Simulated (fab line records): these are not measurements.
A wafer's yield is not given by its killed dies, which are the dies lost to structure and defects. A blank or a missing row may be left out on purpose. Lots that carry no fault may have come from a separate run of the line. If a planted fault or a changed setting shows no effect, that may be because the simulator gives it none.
What tool caused it? ; flow sky130 ; 11 lots with 33 wafers sampled at 5 steps, on a route of 708 steps

## WHAT EACH GAUGE READ, for each wafer
SKY_METAL2_CD_MEAS_15: target cd 140 nm.
lot;measured;on;cd_nm (nm)
L240;day 34 10:28;cd_sem-01;138.9 139.0 139.5
L245;day 37 07:41;cd_sem-02;141.1 141.6 141.6
L247;day 37 11:10;cd_sem-02;138.7 140.1 140.5
L254;day 39 06:37;cd_sem-01;139.8 140.4 139.5
L257;day 40 15:26;cd_sem-02;140.4 140.4 138.6
L258;day 40 20:26;cd_sem-01;138.4 141.4 141.0
L259;day 40 22:02;cd_sem-01;142.1 142.4 141.5
L260;day 41 18:07;cd_sem-02;138.5 136.7 138.2
L261;day 42 01:32;cd_sem-01;140.1 139.8 140.0
L263;day 42 01:53;cd_sem-02;140.8 141.4 141.0
L262;day 42 06:26;cd_sem-02;140.0 138.0 139.7

SKY_METAL2_OVL_MEAS_16.
lot;measured;on;METAL2_OVL (nm)
L240;day 34 10:35;overlay-01;1 -3 1
L245;day 37 07:48;overlay-02;-3 -3 -3
L247;day 37 11:16;overlay-01;-13 -19 -3
L254;day 39 06:44;overlay-01;7 3 -3
L257;day 40 15:34;overlay-01;5 4 2
L258;day 40 20:34;overlay-02;2 -3 -2
L259;day 40 22:07;overlay-02;7 10 7
L260;day 41 18:14;overlay-01;1 1 -4
L261;day 42 01:40;overlay-01;-4 0 5
L263;day 42 01:59;overlay-01;-9 -3 -5
L262;day 42 06:34;overlay-01;-5 -6 -1

SKY_VIA2_THK_MEAS_01.
lot;measured;on;VIA2_HDPCVD_THK (nm)
L240;day 34 11:32;film_metro-04;1174 1178 1174
L245;day 37 08:51;film_metro-03;1364 1356 1377 1365 1356 1380
L247;day 37 13:31;film_metro-01;1366 1357 1386 1365 1357 1386
L254;day 39 07:52;film_metro-01;1182 1195 1184
L257;day 40 16:44;film_metro-01;1175 1198 1200
L258;day 40 21:37;film_metro-03;1185 1179 1178
L259;day 40 23:04;film_metro-01;1181 1180 1183
L260;day 41 19:10;film_metro-03;1184 1192 1180
L261;day 42 02:37;film_metro-01;1191 1189 1199
L263;day 42 03:26;film_metro-01;1188 1189 1191
L262;day 42 07:59;film_metro-01;1184 1179 1174

## EACH LOT AND THE TOOL THAT RAN IT (in order: tool; ch and the chambers of the sampled wafers; start)
lot;SKY_METAL2_SPUTTER_02;SKY_VIA2_HDPCVD_00
L240;pvd_sputter-03, day 33 07:44;hdpcvd-01 ch 0,1,2, day 34 11:25
L245;pvd_sputter-03, day 36 05:48;hdpcvd-01 ch 1,2, day 37 08:40
L247;pvd_sputter-02, day 36 08:53;hdpcvd-01 ch 0,2, day 37 13:22
L254;pvd_sputter-04, day 38 05:33;hdpcvd-02 ch 0,1,2, day 39 07:44
L257;pvd_sputter-04, day 39 15:11;hdpcvd-02 ch 0,2, day 40 16:37
L258;pvd_sputter-04, day 39 19:56;hdpcvd-02 ch 0,1,2, day 40 21:29
L259;pvd_sputter-03, day 39 21:35;hdpcvd-02 ch 0,1,2, day 40 22:55
L260;pvd_sputter-02, day 40 15:58;hdpcvd-01 ch 0,1, day 41 19:03
L261;pvd_sputter-02, day 41 00:44;hdpcvd-01 ch 0,1,2, day 42 02:30
L263;pvd_sputter-04, day 41 01:41;hdpcvd-01 ch 0,1,2, day 42 03:19
L262;pvd_sputter-02, day 41 06:20;hdpcvd-01 ch 0,1,2, day 42 07:51
- SKY_METAL2_SPUTTER_02: material AlCu, target thk 250 nm, time 13.3 s.
- SKY_VIA2_HDPCVD_00: deposits SiO2, target thk 1180 nm, time 196.7 s.

## AS READ BY THE TOOLS THEMSELVES (means over the sampled wafers that have a number; for cases with no such wafer, the mark the record gives instead)
SKY_METAL2_SPUTTER_02.
lot;tool;cathode_dc_power_W (W);throttle_valve_pct (%)
L240;pvd_sputter-03;10601;28.6
L245;pvd_sputter-03;10599;28.9
L247;pvd_sputter-02;10600;30.8
L254;pvd_sputter-04;10602;29.4
L257;pvd_sputter-04;10600;29.9
L258;pvd_sputter-04;10600;29.2
L259;pvd_sputter-03;10601;29.0
L260;pvd_sputter-02;10599;30.9
L261;pvd_sputter-02;10599;30.6
L263;pvd_sputter-04;10601;29.7
L262;pvd_sputter-02;10600;30.9

SKY_VIA2_HDPCVD_00.
lot;tool;pressure_mtorr (mTorr);run_length_s (s)
L240;hdpcvd-01;5.995;224.8
L245;hdpcvd-01;6.001;255.6
L247;hdpcvd-01;6.017;255.1
L254;hdpcvd-02;5.999;224.6
L257;hdpcvd-02;5.998;225.0
L258;hdpcvd-02;5.987;224.5
L259;hdpcvd-02;5.995;224.7
L260;hdpcvd-01;6.004;224.6
L261;hdpcvd-01;5.998;224.8
L263;hdpcvd-01;5.993;225.0
L262;hdpcvd-01;5.988;225.0

## THE ANSWER, worked out from the rows above alone
Rule: what is usual is taken from the lots themselves. The widest of any qualifying gaps counts: lots, ordered by their means at a reading, are off when they make up no more than a third of the lots, leave a main group of 4 or more, and stand apart from it by 3 or more times the standard deviation of that group's means. The tables above print the reading to a certain number of digits; a main group whose means all agree to those digits is not used. A lot without any number at a reading at which 4 lots or more have one is off too. Any other lot the step has rows for is counted as sound. First the gauges in route order, then the tools' own readings, where a lot's mean is used as printed above. At the first step where some lot is off, the reading lying furthest off is the one used; lots without a number count as furthest.
Off: at SKY_VIA2_THK_MEAS_01 (VIA2_HDPCVD_THK), L245, L247. The main group: mean 1185 nm, standard deviation 5.6.
If a tool, at a process step before that reading, ran all the lots that are off and no sound lot after the first of them, it fits. Not tried: the gauges at SKY_VIA2_THK_MEAS_01; whatever is off there is also off at SKY_VIA2_HDPCVD_00, on other tools, and gauge error can't account for it. None of those tried fits.

## WHAT THE SIMULATOR PUT IN
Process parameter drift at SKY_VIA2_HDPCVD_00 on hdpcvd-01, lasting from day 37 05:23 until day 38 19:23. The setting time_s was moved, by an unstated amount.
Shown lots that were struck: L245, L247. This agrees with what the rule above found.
